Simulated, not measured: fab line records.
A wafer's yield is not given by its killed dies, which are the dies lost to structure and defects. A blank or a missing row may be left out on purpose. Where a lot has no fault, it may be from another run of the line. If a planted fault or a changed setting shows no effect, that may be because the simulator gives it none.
Lot-split experiment || flow sky130 || 23 wafers read across 5 lots, on a route 708 steps long

## THE SPLIT ITSELF
At SKY_LDD_N_IMPLANT_10, the setting energy_kev was moved away from the recipe's 20 on 8 of the 23 wafers read, by -5.1% to +4.8%. The other wafers ran this setting at the recipe's value.

The split's own step is where the reading is taken.

## THE READING
implant.drp_nm (the simulator's own value, which no gauge read), in nm, at SKY_LDD_N_IMPLANT_10. There is no usual value for it anywhere in the file.

{"wafer": "L077.1", "tool, chamber at the split": "implanter-03, 0", "energy_kev as run": 20, "against the recipe": "recipe", "implant.drp_nm, nm": 7.212, "against lot-mates on the recipe": "-"}
{"wafer": "L077.4", "tool, chamber at the split": "implanter-03, 0", "energy_kev as run": 20, "against the recipe": "recipe", "implant.drp_nm, nm": 7.212, "against lot-mates on the recipe": "-"}
{"wafer": "L077.6", "tool, chamber at the split": "implanter-03, 0", "energy_kev as run": 20, "against the recipe": "recipe", "implant.drp_nm, nm": 7.212, "against lot-mates on the recipe": "-"}
{"wafer": "L078.1", "tool, chamber at the split": "implanter-03, 0", "energy_kev as run": 20, "against the recipe": "recipe", "implant.drp_nm, nm": 7.212, "against lot-mates on the recipe": "-"}
{"wafer": "L078.5", "tool, chamber at the split": "implanter-03, 0", "energy_kev as run": 20, "against the recipe": "recipe", "implant.drp_nm, nm": 7.212, "against lot-mates on the recipe": "-"}
{"wafer": "L078.2", "tool, chamber at the split": "implanter-03, 0", "energy_kev as run": 20.97, "against the recipe": "+4.8%", "implant.drp_nm, nm": 7.453, "against lot-mates on the recipe": "+0.241"}
{"wafer": "L078.4", "tool, chamber at the split": "implanter-03, 0", "energy_kev as run": 20.97, "against the recipe": "+4.8%", "implant.drp_nm, nm": 7.453, "against lot-mates on the recipe": "+0.241"}
{"wafer": "L078.6", "tool, chamber at the split": "implanter-03, 0", "energy_kev as run": 20.97, "against the recipe": "+4.8%", "implant.drp_nm, nm": 7.453, "against lot-mates on the recipe": "+0.241"}
{"wafer": "L081.1", "tool, chamber at the split": "implanter-01, 0", "energy_kev as run": 20, "against the recipe": "recipe", "implant.drp_nm, nm": 7.212, "against lot-mates on the recipe": "-"}
{"wafer": "L081.2", "tool, chamber at the split": "implanter-01, 0", "energy_kev as run": 20, "against the recipe": "recipe", "implant.drp_nm, nm": 7.212, "against lot-mates on the recipe": "-"}
{"wafer": "L081.3", "tool, chamber at the split": "implanter-01, 0", "energy_kev as run": 20, "against the recipe": "recipe", "implant.drp_nm, nm": 7.212, "against lot-mates on the recipe": "-"}
{"wafer": "L081.4", "tool, chamber at the split": "implanter-01, 0", "energy_kev as run": 20, "against the recipe": "recipe", "implant.drp_nm, nm": 7.212, "against lot-mates on the recipe": "-"}
{"wafer": "L081.5", "tool, chamber at the split": "implanter-01, 0", "energy_kev as run": 20, "against the recipe": "recipe", "implant.drp_nm, nm": 7.212, "against lot-mates on the recipe": "-"}
{"wafer": "L082.2", "tool, chamber at the split": "implanter-02, 0", "energy_kev as run": 20, "against the recipe": "recipe", "implant.drp_nm, nm": 7.212, "against lot-mates on the recipe": "-"}
{"wafer": "L082.4", "tool, chamber at the split": "implanter-02, 0", "energy_kev as run": 20, "against the recipe": "recipe", "implant.drp_nm, nm": 7.212, "against lot-mates on the recipe": "-"}
{"wafer": "L082.3", "tool, chamber at the split": "implanter-02, 0", "energy_kev as run": 19.08, "against the recipe": "-4.6%", "implant.drp_nm, nm": 6.981, "against lot-mates on the recipe": -0.231}
{"wafer": "L082.5", "tool, chamber at the split": "implanter-02, 0", "energy_kev as run": 19.08, "against the recipe": "-4.6%", "implant.drp_nm, nm": 6.981, "against lot-mates on the recipe": -0.231}
{"wafer": "L082.6", "tool, chamber at the split": "implanter-02, 0", "energy_kev as run": 19.08, "against the recipe": "-4.6%", "implant.drp_nm, nm": 6.981, "against lot-mates on the recipe": -0.231}
{"wafer": "L083.1", "tool, chamber at the split": "implanter-03, 0", "energy_kev as run": 20, "against the recipe": "recipe", "implant.drp_nm, nm": 7.212, "against lot-mates on the recipe": "-"}
{"wafer": "L083.3", "tool, chamber at the split": "implanter-03, 0", "energy_kev as run": 20, "against the recipe": "recipe", "implant.drp_nm, nm": 7.212, "against lot-mates on the recipe": "-"}
{"wafer": "L083.5", "tool, chamber at the split": "implanter-03, 0", "energy_kev as run": 20, "against the recipe": "recipe", "implant.drp_nm, nm": 7.212, "against lot-mates on the recipe": "-"}
{"wafer": "L083.4", "tool, chamber at the split": "implanter-03, 0", "energy_kev as run": 18.99, "against the recipe": "-5.1%", "implant.drp_nm, nm": 6.958, "against lot-mates on the recipe": -0.254}
{"wafer": "L083.6", "tool, chamber at the split": "implanter-03, 0", "energy_kev as run": 18.99, "against the recipe": "-5.1%", "implant.drp_nm, nm": 6.958, "against lot-mates on the recipe": -0.254}

FIT RESULTS
A straight line over all 23 wafers: implant.drp_nm changes by +0.05 nm for each +1% of energy_kev; r = +1.00; the points scatter about the line by 0.00067 nm.
The same after taking each lot's own level away (the mean of its wafers on the recipe; 23 wafers): +0.05 nm for each +1%; r = +1.00; scatter 0.00067 nm.
The reading moves by 0.25 nm for the largest change in energy_kev, on that fit.
The lots' own levels span 7.2120 to 7.2120 nm.
So the lot-to-lot level changes the slope little: the two slopes agree.
Check: -0.253 nm against its lot-mates is what the line predicts for one of the wafers moved furthest among these (-5.1%) when that wafer is left out of the fit. It came out at -0.254 nm against them.

## FURTHER SPLITS ON THESE WAFERS
Before the reading, these wafers also passed through other splits. Each is held against what the fit with the lots' levels taken away leaves over:
{"other split on the same wafers": "SKY_POLY_GATE_SOFTBAKE_09 temp_c", "wafers away from the commonest value": 7, "r with implant.drp_nm (lot level and that fit taken away)": "+0.20"}
{"other split on the same wafers": "SKY_POLY_GATE_OXIDATION_20 ox_time_s", "wafers away from the commonest value": 18, "r with implant.drp_nm (lot level and that fit taken away)": "+0.30"}

## THE WHOLE CHAIN: every reading that the file lists as answering this split, in the file's order
{"step": "SKY_LDD_N_IMPLANT_10", "what it does": "", "reading": "implant.rp_nm (the simulator's own value, which no gauge read)", "change (the file's fit)": "+0.116 nm for each +1% of the setting", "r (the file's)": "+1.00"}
{"step": "SKY_LDD_N_IMPLANT_10", "what it does": "", "reading": "implant.drp_nm (the simulator's own value, which no gauge read)", "change (the file's fit)": "+0.05 nm for each +1% of the setting", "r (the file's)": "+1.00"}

## FILE'S OWN FIT
implant.drp_nm changes by +0.05 nm for each +1% of energy_kev, r = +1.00.
